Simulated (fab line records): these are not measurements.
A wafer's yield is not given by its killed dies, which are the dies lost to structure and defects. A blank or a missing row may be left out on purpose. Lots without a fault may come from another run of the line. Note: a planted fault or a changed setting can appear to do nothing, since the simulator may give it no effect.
One fault through the eyes of 2 desks || flow gf180mcu || numbers are kept per desk, each desk with only its own; the story behind them comes last

== FOR THE TOOL OWNER'S DESK: pecvd-02 ==
The tool's own readings at GF_PASSIVATION_CVD_02 (deposits Si3N4, target thk 700 nm, time 486.18 s): means of the sampled wafers that have a number, for each lot that ran on this tool. Any lot whose mean is over 4 standard deviations away from the usual mean is out of limits and marked OUT; that distance is given in the brackets.
Columns: A = heater_power_outer_w at GF_PASSIVATION_CVD_02, usual 442 W; B = heater_power_w at GF_PASSIVATION_CVD_02, usual 749 W
{"lot": "L928", "first seen here": "day 29 03:46", "A": 438, "B": 765}
{"lot": "L940", "first seen here": "day 32 11:09", "A": 502, "B": 785}
{"lot": "L942", "first seen here": "day 32 21:32", "A": 403, "B": 681}
{"lot": "L944", "first seen here": "day 33 07:55", "A": 475, "B": 735}
{"lot": "L946", "first seen here": "day 33 23:44", "A": 449, "B": 729}
This desk's finding: nothing out of limits on any of the 5 lots.

== FROM THE METROLOGY DESK ==
Means of the sampled wafers that have a number, per lot and without regard to the tool the lot ran on: this is what the gauges read. Any lot whose mean is over 4 standard deviations away from the usual mean is out of limits and marked OUT; that distance is given in the brackets.
Columns: A = TOP_METAL_ALCU_THK at GF_TOP_METAL_THK_MEAS_06, usual 902 nm
{"lot": "L926", "first seen here": "day 27 08:39", "A": 903}
{"lot": "L927", "first seen here": "day 27 21:41", "A": 906}
{"lot": "L928", "first seen here": "day 28 08:03", "A": 904}
{"lot": "L929", "first seen here": "day 28 17:00", "A": 895}
{"lot": "L930", "first seen here": "day 28 21:42", "A": 886}
{"lot": "L937", "first seen here": "day 30 21:43", "A": 910}
{"lot": "L938", "first seen here": "day 31 07:23", "A": 887}
{"lot": "L940", "first seen here": "day 31 17:07", "A": 902}
{"lot": "L941", "first seen here": "day 32 01:42", "A": 901}
{"lot": "L942", "first seen here": "day 32 04:30", "A": 912}
{"lot": "L944", "first seen here": "day 32 15:20", "A": 895}
{"lot": "L945", "first seen here": "day 32 21:45", "A": 896}
{"lot": "L946", "first seen here": "day 33 07:17", "A": 910}
{"lot": "L947", "first seen here": "day 33 10:43", "A": 911}
This desk's finding: nothing out of limits on any of the 14 lots.

== TAKEN TOGETHER ==
Nothing out of limits was seen by the tool owner's desk.
Nothing out of limits was seen by the metrology desk.

== WHAT THE SIMULATOR PUT IN ==
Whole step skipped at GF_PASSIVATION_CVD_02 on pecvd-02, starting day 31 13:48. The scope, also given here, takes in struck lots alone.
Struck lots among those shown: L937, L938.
